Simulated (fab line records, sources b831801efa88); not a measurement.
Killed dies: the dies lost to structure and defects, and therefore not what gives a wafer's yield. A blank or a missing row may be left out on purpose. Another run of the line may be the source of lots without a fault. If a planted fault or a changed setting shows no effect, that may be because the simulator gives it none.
Struck lot and sound lot, side by side    flow gf180mcu    18 out of 602 route steps
Sound: the wafers L279.2, L279.3, L279.5. Struck: wafer L271.3. (L271.5 of the same lot was not struck and is left out.) The cause comes at the end.
At each step with rows: each side's tool, then ch and its chambers, then its first start. Under that, the readings that differ: sound wafers    struck wafers    difference of the means    sigmas: that difference in standard deviations of wafers without a fault.
alike: readings whose means differ by less than 2 such deviations, and words and numbers that are the same on both sides. not compared: withheld readings, readings that some wafer has no value for, bounds like >300 that may hide the same value, and numbers for which the record gives no deviation and whose values overlap.
Wherever a step has rows on one side only, a row that says differs or no value, or a row with sigmas, the two part there. Non-overlapping numbers with no deviation appear without sigmas and do not part them. Lack of a reading on every wafer of one side parts them only where that side has two or more wafers.

first, 2 steps without rows for these wafers: GF_CONTACT_PEB_12 (peb time 90 s); GF_CONTACT_DEVELOP_13 (develop time 60 s).
GF_CONTACT_CD_MEAS_14: target cd 220 nm.
  struck on cd sem-02, day 20 22:18; sound on cd sem-01, day 23 15:35
  alike: cd nm
GF_CONTACT_OVL_MEAS_15:
  struck on overlay-02, day 20 22:23; sound on overlay-01, day 23 15:41
  alike: CONTACT_OVL
GF_CONTACT_ETCH_16: etches BARC in N2/H2.
  sound on rie diel-01 ch 1,3, day 23 15:43; struck on rie diel-01 ch 2, day 20 22:25
reading                sound              struck  difference  sigmas
oes product au (a.u.)  0.842 0.850 0.853  0.860   +0.012      +3
  alike: chamber pressure mTorr, drypump motor current A, throttle valve pct
then, 1 step without rows for these wafers: GF_CONTACT_ETCH_17 (etches SiO2 in C4F8/O2/Ar, stops on CoSi2, target depth 860 nm).
GF_CONTACT_STRIP_18: strips in O2/N2.
  sound on plasma asher-03 ch 0,1, day 23 15:53; struck on plasma asher-01 ch 1, day 20 22:37
  alike: chamber pressure mTorr, drypump motor current A, heater power w, oes product au
  not compared: rf hours counter h
then, 3 steps without rows for these wafers: GF_CONTACT_CLEAN_19 (cleans in SPM); GF_CONTACT_CLEAN_20 (cleans in DIW); GF_CONTACT_CLEAN_21 (cleans in dHF, time 20 s).
GF_CONTACT_SPUTTER_22: material Ti, target thk 15 nm, time 80.02 s.
  struck on pvd sputter-04, day 20 22:53; sound on pvd sputter-03, day 23 16:10
  alike: throttle valve pct
GF_CONTACT_SPUTTER_23: material TiN, target thk 10 nm, time 40 s.
  struck on pvd sputter-04, day 20 22:57; sound on pvd sputter-03, day 23 16:14
  alike: throttle valve pct
GF_CONTACT_CVD_24: deposits W, target thk 300 nm, time 90.339 s.
  sound on cvd w-02 ch 0,1, day 23 16:16; struck on cvd w-02 ch 1, day 20 23:01
reading                                sound            struck  difference  sigmas
model.W_of_CONTACT_CVD_24.thk nm (nm)  290.6 292.8 310  426.5   +128.7      
  alike: heater power outer w, heater power w
GF_CONTACT_RS_MEAS_25: uses a four-point probe to measure.
  struck on film metro-01, day 20 23:08; sound on film metro-04, day 23 16:23
reading                sound              struck  difference  sigmas
CONTACT_W_RS (ohm/sq)  0.395 0.391 0.369  0.268   -0.117      -13
GF_CONTACT_THK_MEAS_26: measures by xrf.
  struck on film metro-01, day 20 23:14; sound on film metro-04, day 23 16:30
reading             sound        struck  difference  sigmas
CONTACT_W_THK (nm)  297 299 318  426     +121        +16
GF_CONTACT_CMP_27: polishes, stops on SiO2, t overpolish 15 s, target thk 0 nm.
  sound on cmp-01 ch 1,3, day 23 16:33; struck on cmp-02 ch 3, day 20 23:22
reading                 sound     struck  difference  sigmas
time to endpoint s (s)  68 67 77  106     +35         +11
  alike: motor current A, platen rpm
GF_M1_SPUTTER_00: material Ti, target thk 37.5 nm, time 150 s.
  struck on pvd sputter-03, day 20 23:34; sound on pvd sputter-01, day 23 16:51
  alike: throttle valve pct
GF_PASSIVATION_PROBE_99:
  rows exist in the record for the sound wafers here (prober-01, day 34 13:39), none for the struck ones

## WHERE THEY PART
Earliest at GF_CONTACT_ETCH_16; latest, in this record, at GF_PASSIVATION_PROBE_99.

WHY: what the simulator had put in
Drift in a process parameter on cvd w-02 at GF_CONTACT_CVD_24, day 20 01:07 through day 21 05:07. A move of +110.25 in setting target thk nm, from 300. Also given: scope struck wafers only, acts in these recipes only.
